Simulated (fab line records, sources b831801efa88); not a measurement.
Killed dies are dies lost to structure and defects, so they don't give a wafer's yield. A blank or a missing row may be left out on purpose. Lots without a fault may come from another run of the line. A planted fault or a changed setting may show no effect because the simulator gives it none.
Which tool did it? | flow gf180mcu | 7 lots, 21 wafers sampled, at 2 steps of a route of 602

WHAT THE GAUGES READ, wafer by wafer
GF_V5_THK_MEAS_25: measures by xrf.
lot  | measured     | on            | V5_W_THK (nm)
L858 | day 27 08:31 | film_metro-01 | 371 347 369
L861 | day 28 15:13 | film_metro-01 | 360 359 352
L863 | day 29 03:53 | film_metro-01 | 356 356 356
L868 | day 30 13:24 | film_metro-01 | 374 381 361
L870 | day 31 06:57 | film_metro-01 | 364 364 365
L875 | day 32 17:16 | film_metro-01 | 369 365 372
L878 | day 33 10:42 | film_metro-02 | 356 354 355

WHICH TOOL RAN EACH LOT (tool, then ch and the chambers of the sampled wafers, then the start)
lot  | GF_PSD_STRIP_10
L858 | plasma_asher-03 ch 0,1, day 14 08:59
L861 | plasma_asher-02 ch 0,1, day 15 16:26
L863 | plasma_asher-02 ch 0,1, day 16 06:19
L868 | plasma_asher-03 ch 0,1, day 17 23:31
L870 | plasma_asher-04 ch 0,1, day 18 23:46
L875 | plasma_asher-04 ch 1, day 20 23:08
L878 | plasma_asher-03 ch 0,1, day 21 16:17
- GF_PSD_STRIP_10: strips in O2/N2.

THE ANSWER, worked out from the rows above alone
Rule: what is usual is taken from the lots themselves. Put in order of their means at a reading, lots are off if they are a third of the lots or fewer, leave a main group of 4 or more, and stand apart from it by a gap of 3 or more times the standard deviation of the main group's means; of several such gaps the widest counts. A main group whose means are all the same, to the digits that the tables above print for the reading, isn't used. A lot without any number at a reading at which 4 lots or more have one is off too. The other lots that the step has rows for count as sound.
No lot is off at any reading shown: from this, nothing can be told.

WHAT THE SIMULATOR HAD PUT IN
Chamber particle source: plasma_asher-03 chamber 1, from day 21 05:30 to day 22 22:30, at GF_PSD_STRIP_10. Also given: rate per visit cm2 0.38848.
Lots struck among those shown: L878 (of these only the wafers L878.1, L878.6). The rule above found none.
